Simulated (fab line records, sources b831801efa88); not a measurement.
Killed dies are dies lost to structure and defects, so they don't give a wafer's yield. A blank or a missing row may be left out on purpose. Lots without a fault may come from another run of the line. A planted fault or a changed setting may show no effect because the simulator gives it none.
A struck lot beside a sound one | flow sky130 | 20 steps out of a route of 708
Sound: wafers L166.2, L166.5, L166.6. Struck: wafers L185.1, L185.3, L185.6. The cause comes at the end.
At each step with rows: each side's tool, then ch and its chambers, then its first start. Under that, the readings that differ: sound wafers | struck wafers | difference of the means | sigmas: that difference in standard deviations of wafers without a fault.
alike: readings whose means differ by less than 2 such deviations, and words and numbers that are the same on both sides. not compared: withheld readings, readings that some wafer has no value for, bounds like >300 that may hide the same value, and numbers for which the record gives no deviation and whose values overlap.
The two part at a step that has a row with sigmas, a row that says differs or no value, or rows on one side only. Numbers that don't overlap but have no deviation are shown without sigmas and don't part them. A reading that every wafer of one side lacks parts them only if that side has two wafers or more.

SKY_RES_PROTECT_STRIP_07: strips in O2/N2.
  sound on plasma_asher-02 ch 0,1, day 15 14:50; struck on plasma_asher-02 ch 0,1, day 22 18:38
  reading                      | sound             | struck            | difference | sigmas
  strip_time_to_endpoint_s (s) | 23.37 23.35 23.40 | 23.28 23.21 23.27 | -0.12      | -2
  alike: drypump_motor_current_A, oes_product_au
  not compared: rf_hours_counter_h
SKY_RES_PROTECT_TW_MEAS_08:
  sound on film_metro-03, day 15 14:56; struck on film_metro-02, day 22 18:44
  alike: POLY_GATE_TW
then, 2 steps without rows for these wafers: SKY_RES_PROTECT_CLEAN_09 (cleans in SC1/SC2, time 150 s); SKY_POLY_GATE_CVD_03 (deposits Si3N4 from DCS/NH3, target thk 75 nm, time 1290 s).
SKY_POLY_GATE_THK_MEAS_04:
  sound on film_metro-02, day 15 16:50; struck on film_metro-01, day 22 20:13
  alike: POLY_GATE_CVD_03_THK
then, 7 steps without rows for these wafers: SKY_POLY_GATE_DEHYDRATE_05 (time 60 s); SKY_POLY_GATE_HMDS_06 (prime time 60 s); SKY_POLY_GATE_COAT_07 (resist thk 110 nm); SKY_POLY_GATE_COAT_08 (resist thk 450 nm); SKY_POLY_GATE_SOFTBAKE_09 (time 90 s); SKY_POLY_GATE_EXPOSE_10 (exposes mask P1M, target cd 150 nm); SKY_POLY_GATE_PEB_11.
SKY_POLY_GATE_DEVELOP_12: develop time 60 s.
  sound on litho_track-03 ch 0, day 16 20:00; struck on litho_track-03 ch 0, day 24 02:00
SKY_POLY_GATE_CD_MEAS_13: target cd 150 nm.
  sound on cd_sem-02, day 16 20:17; struck on cd_sem-02, day 24 02:19
  reading    | sound             | struck            | difference | sigmas
  cd_nm (nm) | 153.3 152.3 152.7 | 144.2 143.5 143.8 | -8.9       | -7
SKY_POLY_GATE_OVL_MEAS_14:
  sound on overlay-01, day 16 20:23; struck on overlay-02, day 24 02:26
  alike: POLY_GATE_OVL
SKY_POLY_GATE_ETCH_15: etches BARC in N2/H2, stops on SiO2, time 118.5 s, target depth 110 nm.
  sound on rie_diel-01 ch 0,1, day 16 20:25; struck on rie_diel-01 ch 1,2,3, day 24 02:28
  reading                    | sound             | struck            | difference | sigmas
  model.POLY_GATE.cd_nm (nm) | 154.5 154.2 153.4 | 144.7 141.7 145.8 | -10.0      |
  alike: drypump_motor_current_A, oes_product_au, throttle_valve_pct
  not compared: rf_hours_counter_h
SKY_POLY_GATE_ETCH_16: etches Si3N4 in CH3F/O2, stops on poly-Si, time 147.5 s, target depth 75 nm.
  sound on rie_diel-01 ch 0,1, day 16 20:31; struck on rie_diel-01 ch 1,2,3, day 24 02:34
  alike: drypump_motor_current_A, oes_product_au, throttle_valve_pct
  not compared: rf_hours_counter_h
SKY_POLY_GATE_ETCH_17: etches poly-Si in HBr/Cl2, stops on SiO2, target depth 180 nm, time 70.5 s.
  sound on rie_si-02 ch 0,1,3, day 16 20:37; struck on rie_si-01 ch 0,2, day 24 02:39
  reading                    | sound           | struck            | difference | sigmas
  model.POLY_GATE.cd_nm (nm) | 154.3 152.9 153 | 145.9 143.8 148.7 | -7.3       |
  alike: drypump_motor_current_A, oes_product_au, throttle_valve_pct
  not compared: rf_hours_counter_h
SKY_POLY_GATE_STRIP_18: strips in O2/N2.
  sound on plasma_asher-02 ch 0,1, day 16 20:40; struck on plasma_asher-04 ch 0,1, day 24 02:43
  alike: drypump_motor_current_A, oes_product_au, strip_time_to_endpoint_s
  not compared: rf_hours_counter_h
-- the record jumps here: 27 days lie between the struck wafers' starts before and after (it left off in module POLY_GATE and takes up again in module PAD_OPEN, whose first step shown is number 708 of the route) --
SKY_PAD_OPEN_PROBE_99:
  sound on prober-01, day 46 10:40; struck on prober-01, day 50 15:57
  reading                                | sound             | struck            | difference | sigmas
  model.etest.pfet_01v8.r_on_ohm_um      | 2945 2884 2919    | 2840 2837 2855    | -72        |
  model.etest.res_poly.line_ohm_um       | 483.2 491.6 492   | 533.8 540.2 522   | +43.1      |
  model.etest.pfet_01v8.drive_ua_um      | 189.2 195.1 192.3 | 201.3 199.7 195.2 | +6.5       |
  model.etest.pfet_01v8_hvt.drive_ua_um  | 140.2 146.3 140.9 | 150 147.9 147.1   | +6         |
  model.etest.res_xhigh_po.width_nm (nm) | 354.8 353.5 353.5 | 346 344.6 348.7   | -8         |
  model.etest.res_high_po.width_nm (nm)  | 354.9 354.2 355.6 | 345.4 343.3 349.2 | -8.9       |
  model.etest.res_poly.width_nm (nm)     | 98.27 97.37 97.75 | 90.06 88.36 93.21 | -7.25      |
  model.etest.ring_1v8.delay_ps          | 22.07 21.57 21.66 | 20.46 20.38 21.15 | -1.10      |
  alike: killed_at_M0_to_M3, killed_at_M4_up, killed_at_contacts, killed_at_front_end, killed_at_other, killed_dies, killed_open, killed_short

WHERE THEY PART
First at SKY_RES_PROTECT_STRIP_07; last, within this record, at SKY_POLY_GATE_CD_MEAS_13. Later steps at which nothing parts them and some readings are alike: SKY_POLY_GATE_OVL_MEAS_14, SKY_POLY_GATE_ETCH_15, SKY_POLY_GATE_ETCH_16, SKY_POLY_GATE_ETCH_17, SKY_POLY_GATE_STRIP_18, SKY_PAD_OPEN_PROBE_99.

WHY: what the simulator had put in
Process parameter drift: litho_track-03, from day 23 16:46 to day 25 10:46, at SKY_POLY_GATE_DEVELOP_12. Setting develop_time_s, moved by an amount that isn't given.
